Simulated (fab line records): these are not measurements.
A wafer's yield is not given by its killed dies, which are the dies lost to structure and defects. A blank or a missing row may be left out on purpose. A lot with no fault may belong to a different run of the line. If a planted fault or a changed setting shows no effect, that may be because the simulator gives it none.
Which tool is to blame? -- flow sky130 -- Sampling: 11 lots, 33 wafers, 3 of 708 route steps

WHAT EACH GAUGE READ, for each wafer
SKY_FIELD_ISO_THK_MEAS_25.
lot,measured,on,FIELD_ISO_CVD_24_THK (nm)
L716,day 2 05:34,film_metro-01,586 601 590
L717,day 2 15:19,film_metro-01,593 595 595
L718,day 2 16:05,film_metro-02,586 589 598
L719,day 2 22:56,film_metro-02,598 591 589
L720,day 3 02:52,film_metro-02,597 596 590
L722,day 3 15:26,film_metro-03,599 608 592
L725,day 4 07:13,film_metro-02,593 584 595
L734,day 6 05:29,film_metro-01,590 582 592
L736,day 6 16:23,film_metro-03,609 834 609 609 834 609
L737,day 6 20:27,film_metro-01,593 585 820 593 585 820
L738,day 7 01:47,film_metro-03,586 582 590

WHICH TOOL RAN EACH LOT (tool, then ch and the chambers of the sampled wafers, then the start)
lot,SKY_FIELD_ISO_STRIP_16,SKY_FIELD_ISO_CVD_24
L716,"plasma_asher-01 ch 0,1, day 2 03:38","hdpcvd-02 ch 1,2, day 2 05:28"
L717,"plasma_asher-03 ch 0,1, day 2 11:56","hdpcvd-01 ch 0,2, day 2 15:14"
L718,"plasma_asher-01 ch 0,1, day 2 14:20","hdpcvd-02 ch 1,2, day 2 16:01"
L719,"plasma_asher-01 ch 0,1, day 2 20:29","hdpcvd-01 ch 0,1,2, day 2 22:52"
L720,"plasma_asher-01 ch 0,1, day 3 01:07","hdpcvd-01 ch 0,1, day 3 02:47"
L722,"plasma_asher-03 ch 0, day 3 13:19","hdpcvd-02 ch 1,2, day 3 15:22"
L725,"plasma_asher-03 ch 0,1, day 4 04:23","hdpcvd-01 ch 0,1, day 4 07:07"
L734,"plasma_asher-03 ch 0, day 6 02:41","hdpcvd-01 ch 0,1, day 6 05:24"
L736,"plasma_asher-01 ch 0,1, day 6 13:43","hdpcvd-02 ch 1,2, day 6 16:19"
L737,"plasma_asher-01 ch 0,1, day 6 17:47","hdpcvd-02 ch 0,1,2, day 6 20:23"
L738,"plasma_asher-01 ch 0,1, day 6 23:23","hdpcvd-01 ch 0,1,2, day 7 01:43"
- SKY_FIELD_ISO_STRIP_16: strips in O2/N2.
- SKY_FIELD_ISO_CVD_24: deposits SiO2, target thk 595 nm, time 99.2 s.

THE ANSWER, worked out from the rows above alone
Rule: usual is defined by the lots themselves. Put in order of their means at a reading, lots are off if they are a third of the lots or fewer, leave a main group of 4 or more, and stand apart from it by a gap of 3 or more times the standard deviation of the main group's means; of several such gaps the widest counts. A main group is skipped when, at the precision printed for the reading in the tables above, its means are all equal. Also off: a lot with no number at a reading for which 4 or more lots have one. Any other lot the step has rows for is counted as sound.
Off: L736, L737, at SKY_FIELD_ISO_THK_MEAS_25 (FIELD_ISO_CVD_24_THK). Main group: mean 592 nm, sd 3.7.
A tool fits if, at a process step before that reading, it ran every lot that is off, and no sound lot after the first of them. The gauges at SKY_FIELD_ISO_THK_MEAS_25 are tried like those tools. One fits: SKY_FIELD_ISO_CVD_24 on hdpcvd-02. Its last sound lot is L722 (day 3 15:22), its first lot that is off L736 (day 6 16:19): a fault that began between those two fits.

WHAT WAS PUT IN BY THE SIMULATOR
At SKY_FIELD_ISO_CVD_24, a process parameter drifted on hdpcvd-02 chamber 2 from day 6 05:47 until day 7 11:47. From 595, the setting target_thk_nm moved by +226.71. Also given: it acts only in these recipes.
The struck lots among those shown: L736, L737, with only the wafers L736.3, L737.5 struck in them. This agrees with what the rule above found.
